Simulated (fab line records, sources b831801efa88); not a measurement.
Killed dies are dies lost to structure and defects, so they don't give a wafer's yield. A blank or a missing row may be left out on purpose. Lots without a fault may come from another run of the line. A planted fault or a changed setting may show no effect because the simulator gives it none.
fab line records | flow gf180mcu
record lots=14 wafers=42 last_day=34
route steps=602 shown V2@397 M3@422 V3@430
lots that met no fault: from a run of the same line without faults
start_h: hours from the record's first day to the start of the lot's first wafer shown | wait_h: hours since the lot's step before | " the same as in the row above | L1.1+2: a row that stands for several wafers | - no value, or no start given | * or withheld: withheld | < > ~ a bound
route shown NAME@n: a module of which the file shows steps, and the number in the route of the first | usual: mean/standard deviation of fault-free wafers | same: alike in all rows | chamber/n: place in a boat | sites: the reading at each site | _std_site: their standard deviation | _edge_site: outer sites' mean less inner sites' | radius_mm: how far each site lies from the wafer's centre | mask NAME#n: copy n | behind: the tool/chamber that last shaped the wafer | hold: why the lot was held/for how many hours/how that ended | device: the transistor (n, p or np) that didn't switch | end of line: the same wafers' tests at the end of the route | a step without rows: its recipe alone | killed: dies lost to structure and defects at the first sort, not the wafer's yield | map: a wafer's dies, x killed, . not, _ none there
set.NAME: the setting as run; set.NAME@STEP: as run at that earlier step | model.NAME: the simulator's own value behind a step, which no gauge read
steps of the route over a sample of lots; a table a step, a row a wafer
services: from which hour (start_h, from the record's first day; less than 0 if before it) a tool's chamber was out of use, for how many hours, and why
## steps
# step GF_V2_OVL_MEAS_15
# usual V2_OVL=-1/4.7
# columns lot.wafer tool chamber start_h wait_h V2_OVL[nm]
L749.2 overlay-02 - 471.39 0.1 -3
L749.4 " - " " -12
L749.5 " - " " -16
L752.2 overlay-01 - 487.79 0.1 0
L752.5 " - " " 1
L752.6 " - " " 7
L753.2 overlay-02 - 503.44 0.1 5
L753.3 " - " " 4
L753.5 " - " " 6
L754.1 overlay-02 - 511.48 0.1 -3
L754.3 " - " " -6
L754.5 " - " " -3
L761.2 overlay-02 - 565.74 0.1 8
L761.3 " - " " 3
L761.6 " - " " 3
L763.1 overlay-01 - 590.03 0.1 4
L763.5 " - " " -3
L763.6 " - " " -7
L764.1 overlay-01 - 599.08 0.1 1
L764.3 " - " " -1
L764.6 " - " " 6
L765.1 overlay-02 - 600.98 0.1 -6
L765.2 " - " " 2
L765.5 " - " " -1
L766.1 overlay-01 - 606.13 0.1 -4
L766.5 " - " " 3
L766.6 " - " " -6
L767.1 overlay-01 - 616.08 0.1 0
L767.2 " - " " -2
L767.4 " - " " -6
L768.1 overlay-01 - 624.48 0.1 -5
L768.2 " - " " -10
L768.3 " - " " 3
L769.1 overlay-01 - 630.83 0.1 2
L769.5 " - " " 5
L769.6 " - " " 1
L770.1 overlay-02 - 631.03 0.1 5
L770.3 " - " " 1
L770.5 " - " " -4
L771.1 overlay-01 - 646.98 0.1 -2
L771.2 " - " " -4
L771.3 " - " " 2
# step GF_M3_DEVELOP_13
# recipe develop_time_s=60 dev_temp_c=21
# usual chill_plate_temp_C=23.00/0.1 develop_time_s=60/0 exhaust_pa=45.0/0.89
# columns lot.wafer tool chamber start_h wait_h chill_plate_temp_C develop_time_s exhaust_pa
L749.2 litho_track-01 0 497.68 0.2 23.01 60 46.5
L749.4 " 0 " " 22.99 60 45.5
L749.5 " 0 " " 23.14 60 45.5
L752.2 litho_track-03 0 512.63 0.2 23.02 60 43.8
L752.5 " 0 " " 23.12 60 43.6
L752.6 " 0 " " 22.88 60 45.7
L753.2 litho_track-03 - 528.58 0.2 - - -
L753.3 " - " " - - -
L753.5 " - " " - - -
L754.1 litho_track-02 - 535.96 0.2 - - -
L754.3 " - " " - - -
L754.5 " - " " - - -
L761.2 litho_track-02 0 588.69 0.2 22.98 60 46.0
L761.3 " 0 " " 23.02 60 45.7
L761.6 " 0 " " 23.01 60 47.0
L763.1 litho_track-02 0 612.41 0.2 22.85 60 44.7
L763.5 " 0 " " 23.02 60 45.1
L763.6 " 0 " " 22.97 60 44.4
L764.1 litho_track-02 0 620.61 0.2 23.03 60 43.6
L764.3 " 0 " " 23.14 60 42.1
L764.6 " 0 " " 23.04 60 44.1
L765.1 litho_track-02 0 622.86 0.2 22.98 60 43.6
L765.2 " 0 " " 22.95 60 44.5
L765.5 " 0 " " 22.97 60 43.6
L766.1 litho_track-03 0 628.06 0.2 23.00 60 46.2
L766.5 " 0 " " 22.70 60 44.4
L766.6 " 0 " " 22.90 60 46.2
L767.1 litho_track-02 0 637.71 0.2 23.17 60 45.5
L767.2 " 0 " " 23.15 60 45.5
L767.4 " 0 " " 23.21 60 45.0
L768.1 litho_track-02 0 645.71 0.2 22.99 60 47.0
L768.2 " 0 " " 22.90 60 44.6
L768.3 " 0 " " 23.07 60 46.3
L769.1 litho_track-02 0 652.01 0.2 22.89 60 44.4
L769.5 " 0 " " 22.98 60 45.0
L769.6 " 0 " " 23.11 60 44.4
L770.1 litho_track-01 0 652.16 0.2 23.01 60 43.5
L770.3 " 0 " " 22.93 60 44.2
L770.5 " 0 " " 22.88 60 44.7
L771.1 litho_track-02 0 667.66 0.2 23.07 60 46.5
L771.2 " 0 " " 23.04 60 45.4
L771.3 " 0 " " 22.98 60 44.7
# step GF_M3_STRIP_17
# recipe chemistry=O2/N2 power_w=1400 pressure_mtorr=1500 platen_temp_c=250 o2_flow_sccm=3000 n2_flow_sccm=300 overash_fraction=0.5
# usual chamber_pressure_mTorr=1500.0/1.3 drypump_motor_current_A=5.8/0.61 heater_power_w=330/23 n2_flow_sccm=300.1/0.86 o2_flow_sccm=2999/9.3 oes_product_au=0.558/0.0055 strip_time_to_endpoint_s=7.87/0.045
# columns lot.wafer tool chamber start_h wait_h chamber_pressure_mTorr drypump_motor_current_A heater_power_w n2_flow_sccm o2_flow_sccm oes_product_au rf_hours_counter_h strip_time_to_endpoint_s
L749.2 plasma_asher-02 1 498.19 0.1 1499.3 6.4 315 299.1 2999 0.565 31 7.87
L749.4 " 1 " " 1501.3 6.4 307 298.6 2991 0.556 - 7.88
L749.5 " 1 " " 1498.2 6.5 306 300.4 2999 0.555 - 7.84
L752.2 plasma_asher-01 0 513.03 0.1 1499.3 6.7 370 301.9 2993 0.556 80 7.84
L752.5 " 0 " " 1499.2 6.7 380 301.9 3011 0.553 - 7.86
L752.6 " 1 " " 1498.5 5.0 313 299.9 3011 0.551 - 7.83
L753.2 plasma_asher-03 0 528.98 0.1 1501.1 5.2 343 299.8 3012 0.563 95 7.99
L753.3 " 1 " " 1498.5 5.7 330 299.2 2997 0.557 - 7.94
L753.5 " 0 " " 1500.4 5.3 352 300.7 3015 0.570 - 8.01
L754.1 plasma_asher-01 1 536.38 0.1 1498.2 5.0 300 300.5 2995 0.561 82 7.99
L754.3 " 1 " " 1498.2 4.9 315 300.5 2990 0.556 - 7.92
L754.5 " 0 " " 1500.8 6.7 364 299.2 2991 0.559 - 7.99
L761.2 plasma_asher-03 0 589.08 0.1 1501.0 5.2 350 299.5 3009 0.550 102 7.87
L761.3 " 1 " " 1499.8 5.7 318 300.8 3002 0.559 - 7.88
L761.6 " 0 " " 1501.2 5.2 354 299.5 2998 0.565 - 7.89
L763.1 plasma_asher-02 1 612.83 0.1 1501.6 6.4 305 299.8 3003 0.556 42 7.91
L763.5 " 1 " " 1499.3 6.4 317 299.1 2997 0.555 - 7.92
L763.6 " 0 " " 1500.8 5.6 312 299.2 2995 0.559 - 7.89
L764.1 plasma_asher-01 0 621.03 0.1 1500.3 6.7 368 300.1 2988 0.555 93 7.88
L764.3 " 0 " " 1497.2 6.7 374 300.1 2984 0.565 - 7.85
L764.6 " 0 " " 1500.4 6.7 371 299.9 3001 0.553 - 7.87
L765.1 plasma_asher-02 0 623.28 0.1 1499.8 5.6 313 299.4 3003 0.558 42 7.87
L765.2 " 1 " " 1499.8 6.5 312 299.1 3012 0.566 42 7.93
L765.5 " 1 " " 1498.5 6.5 308 299.8 3004 0.561 - 7.92
L766.1 plasma_asher-01 0 628.47 0.1 1500.4 6.7 369 299.3 3007 0.557 94 7.88
L766.5 " 0 " " 1499.3 6.7 375 299.8 3003 0.553 - 7.85
L766.6 " 1 " " 1500.4 5.0 311 299.6 2992 0.560 - 7.85
L767.1 plasma_asher-02 0 638.13 0.1 1501.7 5.6 320 299.2 3001 0.558 44 7.93
L767.2 " 1 " " 1499.5 6.5 305 301.2 3005 0.566 44 7.93
L767.4 " 1 " " 1501.3 6.5 309 300.5 3013 0.556 - 7.98
L768.1 plasma_asher-01 0 646.13 0.1 1499.9 6.7 365 300.7 3006 0.556 95 7.91
L768.2 " 1 " " 1500.6 5.0 310 299.7 3009 0.562 95 7.93
L768.3 " 1 " " 1501.8 5.0 316 299.0 2998 0.554 - 7.92
L769.1 plasma_asher-03 1 652.54 0.2 1501.5 5.7 325 299.9 2989 0.559 110 7.79
L769.5 " 1 " " 1499.6 5.7 316 301.3 2990 0.556 - 7.80
L769.6 " 0 " " 1499.7 5.2 349 298.6 3001 0.550 - 7.80
L770.1 plasma_asher-02 0 652.58 0.1 1500.9 5.6 315 301.4 2981 0.558 45 7.90
L770.3 " 1 " " 1500.5 6.4 303 299.8 2988 0.563 - 7.93
L770.5 " 1 " " 1501.0 6.4 309 299.2 2995 0.553 - 7.90
L771.1 plasma_asher-03 1 668.19 0.2 1499.9 5.7 321 300.7 2987 0.548 112 7.83
L771.2 " 0 " " 1501.6 5.3 349 299.6 3013 0.553 112 7.85
L771.3 " 0 " " 1502.8 5.3 349 299.7 3007 0.558 - 7.86
# step GF_V3_THK_MEAS_01
# recipe reads=SiO2_of_V3_CVD_00
# usual V3_CVD_00_THK=599/6.8
# columns lot.wafer tool chamber start_h wait_h V3_CVD_00_THK[nm]
L749.2 film_metro-03 - 498.81 0.0 596
L749.4 " - " " 600
L749.5 " - " " 596
L752.2 film_metro-01 - 513.68 0.0 604
L752.5 " - " " 601
L752.6 " - " " 604
L761.2 film_metro-01 - 589.74 0.0 589
L761.3 " - " " 592
L761.6 " - " " 589
L763.1 film_metro-01 - 613.48 0.0 596
L763.5 " - " " 599
L763.6 " - " " 593
L764.1 film_metro-03 - 621.67 0.0 603
L764.3 " - " " 595
L764.6 " - " " 605
L765.1 film_metro-01 - 623.90 0.0 606
L765.2 " - " " 596
L765.5 " - " " 594
L766.1 film_metro-03 - 629.12 0.0 604
L766.5 " - " " 601
L766.6 " - " " 603
L767.1 film_metro-01 - 638.77 0.0 592
L767.2 " - " " 594
L767.4 " - " " 590
L768.1 film_metro-04 - 646.77 0.0 597
L768.2 " - " " 593
L768.3 " - " " 593
L770.1 film_metro-03 - 653.21 0.0 600
L770.3 " - " " 605
L770.5 " - " " 608
L769.1 film_metro-04 - 653.29 0.0 590
L769.5 " - " " 594
L769.6 " - " " 590
L771.1 film_metro-01 - 668.80 0.0 603
L771.2 " - " " 597
L771.3 " - " " 597
## services
# columns tool chamber start_h hours kind
plasma_asher-02 - 483.08 3.5 repair
plasma_asher-02 - 573.21 5.5 repair
plasma_asher-01 - 579.10 2.2 repair
litho_track-03 - 587.04 - consumable_replace:filter
plasma_asher-02 - 587.75 15.6 pm
plasma_asher-02 - 617.82 5.2 repair
## key
first_sign step=GF_M3_DEVELOP_13 reading=tool_record direction=missing
effect none on later readings
met_at GF_M3_DEVELOP_13
struck_lots L753,L754
later_rows_left_out L753.2,L753.3,L753.5,L754.1,L754.3,L754.5
sort_left_out L753.2,L753.3,L753.5,L754.1,L754.3,L754.5
not_acting_at GF_V2_OVL_MEAS_15,GF_M3_STRIP_17,GF_V3_THK_MEAS_01
onset_between 512.63 528.58
fault kind=skipped_step_whole tool=litho_track-02,litho_track-03 chamber=- onset_h=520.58 steps=GF_M3_DEVELOP_13 scope=struck_lots_only
# sort_left_out: the simulated sort isn't trusted on such a fault, so these wafers' sort isn't shown, and their yield isn't known
# later_rows_left_out: the simulator's readings of these wafers behind a module that went badly wrong aren't trusted and aren't shown, but for the sort
